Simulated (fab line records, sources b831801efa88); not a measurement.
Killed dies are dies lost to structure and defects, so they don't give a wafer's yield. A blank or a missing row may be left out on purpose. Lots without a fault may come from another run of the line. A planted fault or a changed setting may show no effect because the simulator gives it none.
Split-lot experiment | flow sfq_line | 5 lots, 23 wafers read, on a route of 325 steps

THE SPLIT
At SFQ_TRILAYER_M8_LITHO_COAT_193 (resist thk 600 nm), the setting spin_rpm was moved away from the recipe's 3000 rpm on 5 of the 23 wafers read, by -5.9% to +4.5%. The other wafers ran this setting at the recipe's value.

The reading is taken at the split's own step.

THE READING
KrF_of_TRILAYER_M8_LITHO_COAT_193.thk_nm (the simulator's own value, which no gauge read), in nm, at SFQ_TRILAYER_M8_LITHO_COAT_193 (resist thk 600 nm). The file gives no usual value for it. The 18 wafers here that ran the recipe average 600.3 nm, standard deviation 1.9 nm.

wafer  | tool, chamber at the split | spin_rpm as run, rpm | against the recipe | KrF_of_TRILAYER_M8_LITHO_COAT_193.thk_nm, nm | against lot-mates on the recipe
L077.1 | litho_track-04, 0          | 3000                 | recipe             | 599                                          | -
L077.2 | litho_track-04, 0          | 2824                 | -5.9%              | 616.4                                        | +18.3
L077.3 | litho_track-04, 0          | 3000                 | recipe             | 597.5                                        | -
L077.4 | litho_track-04, 0          | 3000                 | recipe             | 597.7                                        | -
L077.5 | litho_track-04, 0          | 2824                 | -5.9%              | 616                                          | +17.9
L078.1 | litho_track-01, 0          | 3000                 | recipe             | 597.7                                        | -
L078.2 | litho_track-01, 0          | 3136                 | +4.5%              | 587.3                                        | -11.5
L078.3 | litho_track-01, 0          | 3000                 | recipe             | 599.9                                        | -
L078.4 | litho_track-01, 0          | 3136                 | +4.5%              | 587                                          | -11.8
L078.6 | litho_track-01, 0          | 3136                 | +4.5%              | 587.5                                        | -11.3
L079.1 | litho_track-01, 0          | 3000                 | recipe             | 600.6                                        | -
L079.2 | litho_track-01, 0          | 3000                 | recipe             | 602.8                                        | -
L079.3 | litho_track-01, 0          | 3000                 | recipe             | 601.8                                        | -
L079.4 | litho_track-01, 0          | 3000                 | recipe             | 603.4                                        | -
L079.6 | litho_track-01, 0          | 3000                 | recipe             | 602.3                                        | -
L081.1 | litho_track-04, 0          | 3000                 | recipe             | 598.5                                        | -
L081.5 | litho_track-04, 0          | 3000                 | recipe             | 598.5                                        | -
L081.2 | litho_track-04, 0          | 3000                 | recipe             | 599.4                                        | -
L081.4 | litho_track-04, 0          | 3000                 | recipe             | 600.3                                        | -
L081.6 | litho_track-04, 0          | 3000                 | recipe             | 600.7                                        | -
L085.3 | litho_track-03, 0          | 3000                 | recipe             | 601.2                                        | -
L085.4 | litho_track-03, 0          | 3000                 | recipe             | 601.8                                        | -
L085.6 | litho_track-03, 0          | 3000                 | recipe             | 603.2                                        | -

THE FIT
A straight line over all 23 wafers: KrF_of_TRILAYER_M8_LITHO_COAT_193.thk_nm changes by -2.79 nm for each +1% of spin_rpm; r = -0.97; the points scatter about the line by 1.8 nm.
The same after taking each lot's own level away (the mean of its wafers on the recipe; 23 wafers): -2.84 nm for each +1%; r = -0.99; scatter 1 nm.
On that fit, the largest move of spin_rpm shifts the reading by 17 nm.
The lots' own levels span 598.07 to 602.18 nm, that is 2.2 times the standard deviation above.
So the lot-to-lot level changes the slope little: the two slopes agree.
Check: with one of the wafers moved furthest among these (-5.9%) left out of the fit, the line predicts +16.3 nm for it against its lot-mates. It came out at +18.3 nm against them.

OTHER SPLITS ON THESE WAFERS
These wafers also went through other splits before the reading. Each is held against what the fit with the lots' levels taken away leaves over:
other split on the same wafers                 | wafers away from the commonest value | r with KrF_of_TRILAYER_M8_LITHO_COAT_193.thk_nm (lot level and that fit taken away)
SFQ_TRILAYER_I6_VIA_ETCH_VIA_ETCH_172 bias_w   | 6                                    | -0.11
SFQ_TRILAYER_M7_LITHO_COAT_182 resist_thk_nm   | 10                                   | -0.09
SFQ_TRILAYER_M7_BARC_OPEN_METAL_ETCH_229 icp_w | 7                                    | -0.34
SFQ_TRILAYER_I7_CMP_CMP_184 leave_above_ref_nm | 7                                    | -0.16
SFQ_TRILAYER_I7_VIA_LITHO_PEB_190 peb_time_s   | 9                                    | +0.06

THE FILE'S OWN FIT
KrF_of_TRILAYER_M8_LITHO_COAT_193.thk_nm changes by -2.88 nm for each +1% of spin_rpm, r = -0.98.
